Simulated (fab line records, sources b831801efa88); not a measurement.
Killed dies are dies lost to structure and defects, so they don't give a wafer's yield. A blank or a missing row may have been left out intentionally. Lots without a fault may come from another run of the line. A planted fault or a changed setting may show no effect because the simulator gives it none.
fab line records + flow sky130
record
- lots=8
- wafers=24
- last-day=47
route steps=708 shown FIELD_ISO@14 VT_ADJUST_PCH@153 SONOS_TUNNEL@162
lots that met no fault: taken from a fault-free run of the same line
start-h: start of the lot's first displayed wafer, in hours after the record's first day + wait-h: hours from the lot's prior step to this one + " as in the row above + L1.1+2: a row that stands for several wafers + - value missing, or start not given + * or withheld: withheld + < > ~ a bound
route shown NAME@n: NAME is a module with steps in the file, n the number in the route of the first one + usual: mean/standard deviation of fault-free wafers + same: alike in all rows + chamber/n: place in a boat + sites: the reading at each site + _std_site: how widely they spread, as a standard deviation + _edge_site: mean of outer sites minus mean of inner sites + radius-mm: how far each site lies from the wafer's centre + mask NAME#n: copy n + behind: the last tool/chamber to shape the wafer + hold: what put the lot on hold/how long, in hours/how the hold closed + device: transistor that didn't switch, given as n, p or np + end of line: tests of these same wafers at the route's end + a step given without rows: its recipe and nothing more + killed: count of dies lost to structure and defects at first sort (not the wafer's yield) + map: dies across one wafer; x = killed, . = not, _ = none there
set.NAME: the run value of the setting; set.NAME@STEP: its run value at that earlier step + model.NAME: the simulator's own value behind a step, which no gauge read
route steps across a sampled set of lots; one table per step, one row per wafer
services: a tool's chamber out of use, with start hour (start-h, from the record's first day; less than 0 if before it), hours out, and reason
## steps
# step SKY_FIELD_ISO_CD_MEAS_13
# recipe
- target-cd-nm=150
# usual
- cd-nm=150.2/1.7
| lot.wafer | tool      | chamber | start-h | wait-h | cd-nm |
|-----------|-----------|---------|---------|--------|-------|
| L128.2    | cd-sem-01 | -       | 30.41   | -      | 150.1 |
| L128.3    | "         | -       | "       | "      | 150.9 |
| L128.4    | "         | -       | "       | "      | 149.4 |
| L129.3    | cd-sem-02 | -       | 34.03   | -      | 152.3 |
| L129.5    | "         | -       | "       | "      | 152.3 |
| L129.6    | "         | -       | "       | "      | 152.3 |
| L130.1    | cd-sem-01 | -       | 39.21   | -      | 152.2 |
| L130.2    | "         | -       | "       | "      | 151.6 |
| L130.3    | "         | -       | "       | "      | 151.2 |
| L131.1    | cd-sem-01 | -       | 43.00   | -      | 148.3 |
| L131.3    | "         | -       | "       | "      | 148.5 |
| L131.6    | "         | -       | "       | "      | 148.2 |
| L132.1    | cd-sem-01 | -       | 49.20   | -      | 149.4 |
| L132.2    | "         | -       | "       | "      | 153.5 |
| L132.6    | "         | -       | "       | "      | 151.9 |
| L133.1    | cd-sem-01 | -       | 56.34   | -      | 148.8 |
| L133.4    | "         | -       | "       | "      | 148.5 |
| L133.6    | "         | -       | "       | "      | 148.9 |
| L134.1    | cd-sem-02 | -       | 62.84   | -      | 150.5 |
| L134.3    | "         | -       | "       | "      | 148.4 |
| L134.5    | "         | -       | "       | "      | 150.3 |
| L135.3    | cd-sem-01 | -       | 67.98   | -      | 150.9 |
| L135.4    | "         | -       | "       | "      | 152.4 |
| L135.6    | "         | -       | "       | "      | 152.8 |
# step SKY_VT_ADJUST_PCH_TW_MEAS_10
# usual
- VT_ADJUST_PCH_TW=143.2/0.79
| lot.wafer | tool          | chamber | start-h | wait-h | VT_ADJUST_PCH_TW |
|-----------|---------------|---------|---------|--------|------------------|
| L128.2    | film-metro-03 | -       | 221.88  | 0.1    | 143.2            |
| L128.3    | "             | -       | "       | "      | 143.3            |
| L128.4    | "             | -       | "       | "      | 143.3            |
| L129.3    | film-metro-03 | -       | 229.19  | 0.1    | 143.0            |
| L129.5    | "             | -       | "       | "      | 143.6            |
| L129.6    | "             | -       | "       | "      | 144.6            |
| L130.1    | film-metro-01 | -       | 241.22  | 0.1    | 144.2            |
| L130.2    | "             | -       | "       | "      | 144.6            |
| L130.3    | "             | -       | "       | "      | 144.0            |
| L131.1    | film-metro-04 | -       | 248.18  | 0.1    | 142.5            |
| L131.3    | "             | -       | "       | "      | 142.9            |
| L131.6    | "             | -       | "       | "      | 143.3            |
| L132.1    | film-metro-03 | -       | 250.75  | 0.1    | 143.3            |
| L132.2    | "             | -       | "       | "      | 143.6            |
| L132.6    | "             | -       | "       | "      | 143.3            |
| L133.1    | film-metro-03 | -       | 256.25  | 0.1    | 144.3            |
| L133.4    | "             | -       | "       | "      | 142.7            |
| L133.6    | "             | -       | "       | "      | 143.2            |
| L134.1    | film-metro-04 | -       | 269.28  | 0.1    | 141.6            |
| L134.3    | "             | -       | "       | "      | 141.6            |
| L134.5    | "             | -       | "       | "      | 142.2            |
| L135.3    | film-metro-01 | -       | 289.40  | 0.1    | 144.1            |
| L135.4    | "             | -       | "       | "      | 143.4            |
| L135.6    | "             | -       | "       | "      | 142.8            |
# step SKY_SONOS_TUNNEL_OVL_MEAS_08
# usual
- SONOS_TUNNEL_OVL=-0.7/1.5
| lot.wafer | tool       | chamber | start-h | wait-h | SONOS_TUNNEL_OVL[nm] |
|-----------|------------|---------|---------|--------|----------------------|
| L128.2    | overlay-02 | -       | 244.59  | 0.1    | 2.1                  |
| L128.3    | "          | -       | "       | "      | 1.7                  |
| L128.4    | "          | -       | "       | "      | 0.5                  |
| L129.3    | overlay-02 | -       | 250.90  | 0.1    | -2.7                 |
| L129.5    | "          | -       | "       | "      | -2.4                 |
| L129.6    | "          | -       | "       | "      | 0.0                  |
| L130.1    | overlay-02 | -       | 264.44  | 0.1    | -3.7                 |
| L130.2    | "          | -       | "       | "      | -1.7                 |
| L130.3    | "          | -       | "       | "      | -3.0                 |
| L131.1    | overlay-01 | -       | 272.14  | 0.1    | -2.5                 |
| L131.3    | "          | -       | "       | "      | -0.8                 |
| L131.6    | "          | -       | "       | "      | 0.5                  |
| L132.1    | overlay-01 | -       | 273.88  | 0.1    | -1.8                 |
| L132.2    | "          | -       | "       | "      | -1.0                 |
| L132.6    | "          | -       | "       | "      | 0.4                  |
| L133.1    | overlay-01 | -       | 279.93  | 0.1    | -0.3                 |
| L133.4    | "          | -       | "       | "      | -0.2                 |
| L133.6    | "          | -       | "       | "      | -0.5                 |
| L134.1    | overlay-01 | -       | 294.76  | 0.1    | 1.5                  |
| L134.3    | "          | -       | "       | "      | 1.9                  |
| L134.5    | "          | -       | "       | "      | 0.7                  |
| L135.3    | overlay-01 | -       | 314.14  | 0.1    | -1.4                 |
| L135.4    | "          | -       | "       | "      | -0.1                 |
| L135.6    | "          | -       | "       | "      | -0.5                 |
# step SKY_SONOS_TUNNEL_IMPLANT_09
# recipe
- species=B
- energy-kev=20
- dose-cm2=1e+12
- tilt-deg=withheld
# usual
- implant-ion-amu=11/0
| lot.wafer | tool         | chamber | start-h | wait-h | implant-ion-amu |
|-----------|--------------|---------|---------|--------|-----------------|
| L128.2    | implanter-02 | 0       | 244.64  | 0.0    | 11              |
| L128.3    | "            | 0       | "       | "      | 11              |
| L128.4    | "            | 0       | "       | "      | 11              |
| L129.3    | implanter-03 | 0       | 250.97  | 0.1    | 11              |
| L129.5    | "            | 0       | "       | "      | 11              |
| L129.6    | "            | 0       | "       | "      | 11              |
| L130.1    | implanter-02 | 0       | 264.47  | 0.0    | 11              |
| L130.2    | "            | 0       | "       | "      | 11              |
| L130.3    | "            | 0       | "       | "      | 11              |
| L131.1    | implanter-04 | 0       | 272.17  | 0.0    | 11              |
| L131.3    | "            | 0       | "       | "      | 11              |
| L131.6    | "            | 0       | "       | "      | 11              |
| L132.1    | implanter-04 | 0       | 273.92  | 0.0    | 49              |
| L132.2    | "            | 0       | "       | "      | 49              |
| L132.6    | "            | 0       | "       | "      | 49              |
| L133.1    | implanter-02 | 0       | 279.97  | 0.0    | 49              |
| L133.4    | "            | 0       | "       | "      | 49              |
| L133.6    | "            | 0       | "       | "      | 49              |
| L134.1    | implanter-03 | 0       | 294.79  | 0.0    | 49              |
| L134.3    | "            | 0       | "       | "      | 49              |
| L134.5    | "            | 0       | "       | "      | 49              |
| L135.3    | implanter-02 | 0       | 314.22  | 0.1    | 49              |
| L135.4    | "            | 0       | "       | "      | 49              |
| L135.6    | "            | 0       | "       | "      | 49              |
# step SKY_SONOS_TUNNEL_TW_MEAS_12
# usual
- SONOS_TUNNEL_TW=196.3/1.5
| lot.wafer | tool          | chamber | start-h | wait-h | SONOS_TUNNEL_TW |
|-----------|---------------|---------|---------|--------|-----------------|
| L128.2    | film-metro-02 | -       | 245.04  | 0.0    | 194.4           |
| L128.3    | "             | -       | "       | "      | 195.0           |
| L128.4    | "             | -       | "       | "      | 193.9           |
| L129.3    | film-metro-02 | -       | 251.37  | 0.0    | 194.3           |
| L129.5    | "             | -       | "       | "      | 195.2           |
| L129.6    | "             | -       | "       | "      | 195.0           |
| L130.1    | film-metro-03 | -       | 264.90  | 0.0    | 198.7           |
| L130.2    | "             | -       | "       | "      | 198.7           |
| L130.3    | "             | -       | "       | "      | 200.0           |
| L131.1    | film-metro-04 | -       | 272.62  | 0.0    | 195.9           |
| L131.3    | "             | -       | "       | "      | 195.7           |
| L131.6    | "             | -       | "       | "      | 196.3           |
| L132.1    | film-metro-04 | -       | 274.36  | 0.0    | 292.0           |
| L132.2    | "             | -       | "       | "      | 290.9           |
| L132.6    | "             | -       | "       | "      | 292.8           |
| L133.1    | film-metro-04 | -       | 280.38  | 0.0    | 292.3           |
| L133.4    | "             | -       | "       | "      | 293.5           |
| L133.6    | "             | -       | "       | "      | 293.4           |
| L134.1    | film-metro-02 | -       | 295.22  | 0.0    | 292.6           |
| L134.3    | "             | -       | "       | "      | 293.2           |
| L134.5    | "             | -       | "       | "      | 294.2           |
| L135.3    | film-metro-04 | -       | 314.61  | 0.0    | 298.5           |
| L135.4    | "             | -       | "       | "      | 296.5           |
| L135.6    | "             | -       | "       | "      | 296.0           |
## services
| tool         | chamber | start-h | hours | kind   |
|--------------|---------|---------|-------|--------|
| implanter-04 | -       | 243.87  | 3.4   | pm     |
| implanter-03 | -       | 255.68  | 1.7   | repair |
| implanter-03 | -       | 274.59  | 0.8   | repair |
| implanter-04 | -       | 279.31  | 18.6  | repair |
## key
first-sign
- step=SKY_SONOS_TUNNEL_IMPLANT_09
- reading=implant-ion-amu
- direction=up
- sigmas=99+
- usual=11
- struck=49
effect
- step=SKY_SONOS_TUNNEL_TW_MEAS_12
- reading=SONOS_TUNNEL_TW
- direction=up
- sigmas=67
- usual=196.3
- struck=293.8
met-at SKY_SONOS_TUNNEL_IMPLANT_09
struck-lots L132,L133,L134,L135
tester-left-out L132,L133,L134,L135
not-acting-at SKY_FIELD_ISO_CD_MEAS_13,SKY_VT_ADJUST_PCH_TW_MEAS_10,SKY_SONOS_TUNNEL_OVL_MEAS_08
onset-between 272.17 273.92
fault
- kind=wrong-recipe-download
- tool=implanter-02,implanter-03,implanter-04
- chamber=-
- onset-h=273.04
- steps=SKY_SONOS_TUNNEL_IMPLANT_09
- wrong-recipe.not-listed=1
# tester-left-out: of these lots the tester's yield and bins aren't shown, on N5 and GAA mostly nor the transistor test; their killed dies are dies lost to structure and defects alone, not to doping, threshold or leakage, so they don't give the yield
